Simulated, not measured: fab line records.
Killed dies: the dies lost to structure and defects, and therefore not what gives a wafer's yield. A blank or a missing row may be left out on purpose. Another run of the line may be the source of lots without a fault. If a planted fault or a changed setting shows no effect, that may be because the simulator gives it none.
The same fault as seen by 2 desks    flow gf180mcu    numbers are kept per desk, each desk with only its own; the story behind them comes last

METROLOGY DESK
What the gauges read for every lot (on any tool): the sampled wafers with a number, averaged. Marked OUT: a lot whose mean sits more than 4 standard deviations from the usual mean, which makes it out of limits; the brackets give that distance.
Columns: A = CONTACT_W_RS at GF_CONTACT_RS_MEAS_25, usual 0.381 ohm/sq; B = CONTACT_W_THK at GF_CONTACT_THK_MEAS_26, usual 292 nm
lot   first seen here  A      B
L210  day 16 02:24     0.384  292
L214  day 17 15:52     0.378  295
L216  day 18 12:05     0.383  293
L219  day 19 08:34     0.387  284
L226  day 22 01:44     0.380  291
L231  day 23 18:54     0.384  290
Finding of this desk: none of the 6 lots has anything out of limits.

TOOL OWNER'S DESK, pvd-sputter-04
The tool's own readings at GF_M1_SPUTTER_00 (material Ti, target thk 37.5 nm, time 150 s): means of the sampled wafers that have a number, for each lot that ran on this tool. Marked OUT: a lot whose mean sits more than 4 standard deviations from the usual mean, which makes it out of limits; the brackets give that distance.
Columns: A = chamber-pressure-pa at GF_M1_SPUTTER_00, usual 2.000 Pa; B = substrate-temp-c at GF_M1_SPUTTER_00, usual 200.00 C; C = throttle-valve-pct at GF_M1_SPUTTER_00, usual 29.6 %
lot   first seen here  A      B       C
L210  day 16 02:52     1.996  200.03  30.1
L214  day 17 16:18     1.997  199.96  29.9
L219  day 19 09:01     1.998  199.98  29.0
L231  day 23 19:22     2.001  199.89  28.8
Finding of this desk: none of the 4 lots has anything out of limits.

BROUGHT TOGETHER
Metrology desk: nothing out of limits seen.
Nothing out of limits was seen by the tool owner's desk.

WHAT HAD BEEN PUT IN BY THE SIMULATOR
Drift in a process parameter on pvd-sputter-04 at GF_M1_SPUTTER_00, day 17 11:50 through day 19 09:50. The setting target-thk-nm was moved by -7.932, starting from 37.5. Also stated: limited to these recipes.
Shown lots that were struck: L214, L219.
